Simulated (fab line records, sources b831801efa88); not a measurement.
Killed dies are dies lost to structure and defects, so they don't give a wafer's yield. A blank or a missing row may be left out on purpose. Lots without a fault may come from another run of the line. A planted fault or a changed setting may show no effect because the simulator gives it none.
Which tool did it? | flow gf180mcu | 11 lots, 33 wafers sampled, at 4 steps of a route of 602

WHAT THE GAUGES READ, wafer by wafer
GF_V4_BOW_MEAS_05.
lot  | measured     | on            | V4_BOW (um)
L409 | day 24 15:22 | film_metro-03 | 125 130 117
L411 | day 25 06:54 | film_metro-02 | 123 123 136
L412 | day 25 16:54 | film_metro-04 | 157 145 150
L415 | day 26 12:59 | film_metro-04 | 146 138 139
L416 | day 26 20:43 | film_metro-03 | 151 138 127
L425 | day 29 12:16 | film_metro-04 | 133 137 136
L426 | day 29 22:00 | film_metro-04 | 141 144 137
L427 | day 30 04:40 | film_metro-02 | 142 135 127
L428 | day 30 12:11 | film_metro-04 | 139 137 142

WHICH TOOL RAN EACH LOT (tool, then ch and the chambers of the sampled wafers, then the start)
lot  | GF_M4_METAL_ETCH_16               | GF_M4_STRIP_17                       | GF_V4_CMP_04
L409 | rie_metal-04 ch 0, day 24 14:02   | plasma_asher-02 ch 0,1, day 24 14:14 | cmp-02 ch 0,3, day 24 15:01
L411 | rie_metal-02 ch 0,1, day 25 05:39 | plasma_asher-03 ch 0,1, day 25 05:47 | cmp-02 ch 2,3, day 25 06:35
L412 | rie_metal-04 ch 0,1, day 25 15:41 | plasma_asher-02 ch 0,1, day 25 15:48 | cmp-02 ch 2,3, day 25 16:34
L415 | rie_metal-04 ch 0,1, day 26 11:45 | plasma_asher-02 ch 0,1, day 26 11:53 | cmp-01 ch 0,1,3, day 26 12:46
L416 | rie_metal-04 ch 0,1, day 26 19:30 | plasma_asher-04 ch 0,1, day 26 19:37 | cmp-02 ch 1,2,3, day 26 20:23
L417 | rie_metal-04 ch 0,1, day 27 06:32 | plasma_asher-04 ch 0,1, day 27 06:40 | -
L418 | rie_metal-04 ch 0,1, day 27 11:59 | plasma_asher-02 ch 0,1, day 27 12:07 | -
L425 | rie_metal-02 ch 0,1, day 29 11:02 | plasma_asher-03 ch 0,1, day 29 11:10 | cmp-02 ch 0,2, day 29 11:56
L426 | rie_metal-02 ch 0,1, day 29 20:42 | plasma_asher-03 ch 0,1, day 29 20:49 | cmp-02 ch 1,2,3, day 29 21:40
L427 | rie_metal-04 ch 0,1, day 30 03:23 | plasma_asher-04 ch 0,1, day 30 03:31 | cmp-02 ch 2,3, day 30 04:20
L428 | rie_metal-03 ch 0,1, day 30 10:58 | plasma_asher-02 ch 0,1, day 30 11:05 | cmp-01 ch 0,1,3, day 30 11:59
- GF_M4_METAL_ETCH_16: etches the open film in Cl2/BCl3, stops on SiO2, target depth 750.8 nm, time 125.1 s.
- GF_M4_STRIP_17: strips in O2/N2.
- GF_V4_CMP_04: polishes SiO2.

THE ANSWER, worked out from the rows above alone
Rule: what is usual is taken from the lots themselves. Put in order of their means at a reading, lots are off if they are a third of the lots or fewer, leave a main group of 4 or more, and stand apart from it by a gap of 3 or more times the standard deviation of the main group's means; of several such gaps the widest counts. A main group whose means are all the same, to the digits that the tables above print for the reading, isn't used. A lot without any number at a reading at which 4 lots or more have one is off too. The other lots that the step has rows for count as sound.
No lot is off at any reading shown: from this, nothing can be told.

WHAT THE SIMULATOR HAD PUT IN
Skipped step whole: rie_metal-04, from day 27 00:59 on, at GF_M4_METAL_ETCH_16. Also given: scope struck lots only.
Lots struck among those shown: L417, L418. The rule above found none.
